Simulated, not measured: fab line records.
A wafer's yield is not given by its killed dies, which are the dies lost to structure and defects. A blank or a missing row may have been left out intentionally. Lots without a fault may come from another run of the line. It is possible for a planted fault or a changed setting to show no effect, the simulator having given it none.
Which tool did it? -- flow gf180mcu -- Sampling: 12 lots, 36 wafers, 5 of 602 route steps

WHAT THE GAUGES READ, wafer by wafer
GF_HV_LDD_CD_MEAS_46 targets a cd of 400 nm. Usual: cd_nm at 399.8 nm, with a standard deviation of 2.5.
lot,measured,on,cd_nm (nm),flag
L792,day 12 12:06,cd_sem-02,400.0 397.7 398.7,
L796,day 13 17:53,cd_sem-01,399.3 399.7 399.7,
L797,day 14 03:31,cd_sem-01,398.9 400.5 399.2,
L799,day 14 19:41,cd_sem-01,400.7 400.8 400.1,
L800,day 15 07:08,cd_sem-01,399.7 395.9 398.6,
L801,day 15 12:32,cd_sem-01,400.2 400.0 399.1,
L802,day 15 21:39,cd_sem-01,399.3 399.7 399.8,
L808,day 17 19:05,cd_sem-01,400.7 399.7 399.8,
L811,day 18 21:47,cd_sem-02,398.1 399.2 401.1,
L812,day 19 07:09,cd_sem-01,400.2 399.9 399.3,
L814,day 19 22:31,cd_sem-02,400.9 400.8 397.5,
L815,day 20 03:42,cd_sem-02,400.3 402.5 400.7,

GF_PSD_RS_MEAS_14: measures by four-point-probe. Usual: NSD_RS typically reads 46.09 ohm/sq, with standard deviation 0.08.
lot,measured,on,NSD_RS (ohm/sq),flag
L792,day 14 09:20,film_metro-04,46.12 46.07 46.15,
L796,day 15 17:38,film_metro-01,46.11 46.25 46.12,
L797,day 16 01:53,film_metro-02,45.82 46.04 46.07,
L799,day 16 19:35,film_metro-01,48.56 48.64 48.62 48.54 48.56 48.52,OFF
L800,day 17 07:41,film_metro-04,46.14 46.13 46.01,
L801,day 17 13:50,film_metro-02,48.56 48.49 48.63 48.62 48.53 48.59,OFF
L802,day 17 22:11,film_metro-01,48.49 48.56 48.50 48.56 48.64 48.52,OFF
L808,day 20 00:38,film_metro-01,45.97 45.90 46.07,
L811,day 21 03:44,film_metro-04,46.04 46.05 46.17,
L812,day 21 12:46,film_metro-02,46.07 46.05 46.18,
L814,day 22 02:19,film_metro-01,46.07 45.90 46.11,
L815,day 22 07:28,film_metro-04,45.92 46.09 46.04,

GF_PSD_RS_MEAS_15: measures by four-point-probe. Usual: PSD_RS typically reads 108.48 ohm/sq, with standard deviation 0.23.
lot,measured,on,PSD_RS (ohm/sq),flag
L792,day 14 09:28,film_metro-04,108.52 108.46 108.82,
L796,day 15 17:46,film_metro-01,108.34 108.27 108.38,
L797,day 16 02:01,film_metro-02,108.20 108.58 108.49,
L799,day 16 23:11,film_metro-01,120.84 121.08 120.97 120.89 121.27 121.23,OFF
L800,day 17 07:48,film_metro-04,108.36 108.19 108.33,
L801,day 17 18:48,film_metro-01,121.37 120.86 121.23 121.24 120.91 121.18,OFF
L802,day 18 04:23,film_metro-01,121.02 121.19 121.08 120.60 120.93 121.00,OFF
L808,day 20 00:45,film_metro-01,108.62 108.27 108.33,
L811,day 21 03:51,film_metro-04,108.61 108.45 108.55,
L812,day 21 12:53,film_metro-02,108.77 108.76 108.58,
L814,day 22 02:26,film_metro-01,108.50 108.90 108.71,
L815,day 22 07:35,film_metro-04,107.82 108.02 108.42,

EACH LOT AND THE TOOL THAT RAN IT (in order: tool; ch and the chambers of the sampled wafers; start)
lot,GF_HV_LDD_STRIP_10,GF_PSD_RTA_13
L792,"plasma_asher-04 ch 0,1, day 10 03:19","rtp_anneal-02 ch 0, day 14 09:16"
L796,"plasma_asher-04 ch 0,1, day 11 06:46","rtp_anneal-01 ch 0, day 15 17:33"
L797,"plasma_asher-04 ch 0,1, day 11 14:41","rtp_anneal-02 ch 0, day 16 01:48"
L799,"plasma_asher-03 ch 0,1, day 12 05:51","rtp_anneal-01 ch 0, day 16 19:30"
L800,"plasma_asher-01 ch 0,1, day 12 16:04","rtp_anneal-02 ch 0, day 17 07:35"
L801,"plasma_asher-01 ch 0,1, day 12 20:01","rtp_anneal-01 ch 0, day 17 13:44"
L802,"plasma_asher-04 ch 0,1, day 13 05:12","rtp_anneal-01 ch 0, day 17 22:06"
L808,"plasma_asher-01 ch 0,1, day 14 23:48","rtp_anneal-02 ch 0, day 20 00:33"
L811,"plasma_asher-04 ch 0,1, day 15 23:53","rtp_anneal-01 ch 0, day 21 03:39"
L812,"plasma_asher-04 ch 0,1, day 16 09:10","rtp_anneal-01 ch 0, day 21 12:40"
L814,"plasma_asher-04 ch 0,1, day 16 22:56","rtp_anneal-01 ch 0, day 22 02:14"
L815,"plasma_asher-03 ch 0,1, day 17 02:50","rtp_anneal-02 ch 0, day 22 07:23"
- GF_HV_LDD_STRIP_10: strips in O2/N2.
- GF_PSD_RTA_13: time 20 s.

AS READ BY THE TOOLS THEMSELVES (means over the sampled wafers that have a number; for cases with no such wafer, the mark the record gives instead)
GF_HV_LDD_STRIP_10. Usual: drypump_motor_current_A 5.9 A, standard deviation 0.47; heater_power_w 332 W, standard deviation 34; oes_product_au 0.716 a.u., standard deviation 0.0046; strip_time_to_endpoint_s 12.64 s, standard deviation 0.034.
lot,tool,drypump_motor_current_A (A),heater_power_w (W),oes_product_au (a.u.),strip_time_to_endpoint_s (s),flag
L792,plasma_asher-04,6.3,296,0.713,12.69,
L796,plasma_asher-04,6.4,304,0.714,12.63,
L797,plasma_asher-04,6.4,303,0.716,12.66,
L799,plasma_asher-03,5.7,353,0.717,12.61,
L800,plasma_asher-01,5.5,358,0.714,12.60,
L801,plasma_asher-01,5.5,354,0.712,12.66,
L802,plasma_asher-04,6.4,303,0.712,12.67,
L808,plasma_asher-01,5.5,353,0.713,12.63,
L811,plasma_asher-04,6.1,312,0.712,12.64,
L812,plasma_asher-04,6.1,310,0.718,12.60,
L814,plasma_asher-04,6.3,300,0.718,12.67,
L815,plasma_asher-03,5.9,362,0.719,12.60,

GF_PSD_RTA_13. Usual: chamber_o2_ppm 1.999, standard deviation 0.022; lamp_power_pct 36.8 %, standard deviation 2.4; wafer_temp_C_max 1028.1, standard deviation 0.67.
lot,tool,chamber_o2_ppm,lamp_power_pct (%),wafer_temp_C_max,flag
L792,rtp_anneal-02,2.018,39.0,1028.0,
L796,rtp_anneal-01,1.987,34.2,1028.0,
L797,rtp_anneal-02,1.972,39.0,1028.4,
L799,rtp_anneal-01,1.984,32.5,1009.0,OFF
L800,rtp_anneal-02,2.004,39.0,1027.5,
L801,rtp_anneal-01,1.982,32.5,1009.4,OFF
L802,rtp_anneal-01,2.040,32.5,1009.7,OFF
L808,rtp_anneal-02,1.979,39.0,1028.1,
L811,rtp_anneal-01,2.018,34.2,1027.3,
L812,rtp_anneal-01,2.004,34.2,1026.9,
L814,rtp_anneal-01,1.991,34.2,1028.1,
L815,rtp_anneal-02,2.014,38.9,1028.0,

THE ANSWER, worked out from the rows above alone
Rule: lot off if the mean of its wafers having a number is beyond 3 standard deviations from the usual mean. A lot without any number at a reading at which 4 lots or more have one is off too. The other lots that the step has rows for count as sound. The gauges are gone through in route order, then the tools' own readings, and for those a lot's mean is taken as printed above. At the first step where some lot is off, the reading lying furthest off is the one used; lots without a number count as furthest.
Off: at GF_PSD_RS_MEAS_14 (NSD_RS), L799, L801, L802.
If a tool, at a process step before that reading, ran all the lots that are off and no sound lot after the first of them, it fits. Not tried: the gauges at GF_PSD_RS_MEAS_14; whatever is off there is also off at GF_PSD_RTA_13, on other tools, and gauge error can't account for it. Not one of the candidates tried fits.

WHAT WAS PUT IN BY THE SIMULATOR
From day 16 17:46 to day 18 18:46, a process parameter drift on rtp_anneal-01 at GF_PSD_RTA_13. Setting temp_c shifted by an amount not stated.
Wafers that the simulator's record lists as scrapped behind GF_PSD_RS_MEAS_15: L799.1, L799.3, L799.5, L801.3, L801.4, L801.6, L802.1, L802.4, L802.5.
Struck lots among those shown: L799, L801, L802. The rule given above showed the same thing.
